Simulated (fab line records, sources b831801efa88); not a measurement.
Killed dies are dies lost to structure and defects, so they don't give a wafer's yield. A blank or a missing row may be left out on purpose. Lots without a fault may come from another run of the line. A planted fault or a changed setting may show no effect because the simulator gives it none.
Which tool did it? | flow gf180mcu | 7 lots, 21 wafers sampled, at 3 steps of a route of 602

WHAT THE GAUGES READ, wafer by wafer
GF_CONTACT_CD_MEAS_14: target cd 220 nm.
lot  | measured     | on        | cd_nm (nm)
L924 | day 17 08:53 | cd_sem-02 | 218.9 218.4 218.3
L928 | day 19 05:50 | cd_sem-01 | 220.3 220.6 220.9
L934 | day 21 01:43 | cd_sem-02 | 220.7 221.9 221.4
L936 | day 21 13:19 | cd_sem-02 | 220.1 218.7 219.9
L938 | day 22 10:00 | cd_sem-02 | 220.7 220.6 220.8
L940 | day 22 23:35 | cd_sem-02 | 221.6 221.6 221.0
L942 | day 23 14:45 | cd_sem-02 | 221.1 218.7 219.3

WHICH TOOL RAN EACH LOT (tool, then ch and the chambers of the sampled wafers, then the start)
lot  | GF_CONTACT_CVD_02               | GF_CONTACT_CMP_04
L924 | pecvd-03 ch 0,1,2, day 16 09:31 | cmp-02 ch 1,2,3, day 16 09:44
L928 | pecvd-02 ch 0,1,2, day 18 05:06 | cmp-01 ch 0,1,3, day 18 05:14
L934 | pecvd-02 ch 0,1,2, day 19 21:13 | cmp-02 ch 2,3, day 19 21:26
L936 | pecvd-02 ch 0,1, day 20 13:02   | cmp-02 ch 0,1,3, day 20 13:19
L938 | pecvd-02 ch 0,1, day 21 10:23   | cmp-01 ch 2,3, day 21 10:34
L940 | pecvd-04 ch 0,1, day 21 23:47   | cmp-02 ch 0,1,3, day 21 23:55
L942 | pecvd-03 ch 0,2, day 22 15:38   | cmp-02 ch 0,2, day 22 15:46
- GF_CONTACT_CVD_02: deposits SiO2 from TEOS, target thk 860 nm, time 95.992 s.
- GF_CONTACT_CMP_04: polishes SiO2.

THE ANSWER, worked out from the rows above alone
Rule: what is usual is taken from the lots themselves. Put in order of their means at a reading, lots are off if they are a third of the lots or fewer, leave a main group of 4 or more, and stand apart from it by a gap of 3 or more times the standard deviation of the main group's means; of several such gaps the widest counts. A main group whose means are all the same, to the digits that the tables above print for the reading, isn't used. A lot without any number at a reading at which 4 lots or more have one is off too. The other lots that the step has rows for count as sound.
No lot is off at any reading shown: from this, nothing can be told.

WHAT THE SIMULATOR HAD PUT IN
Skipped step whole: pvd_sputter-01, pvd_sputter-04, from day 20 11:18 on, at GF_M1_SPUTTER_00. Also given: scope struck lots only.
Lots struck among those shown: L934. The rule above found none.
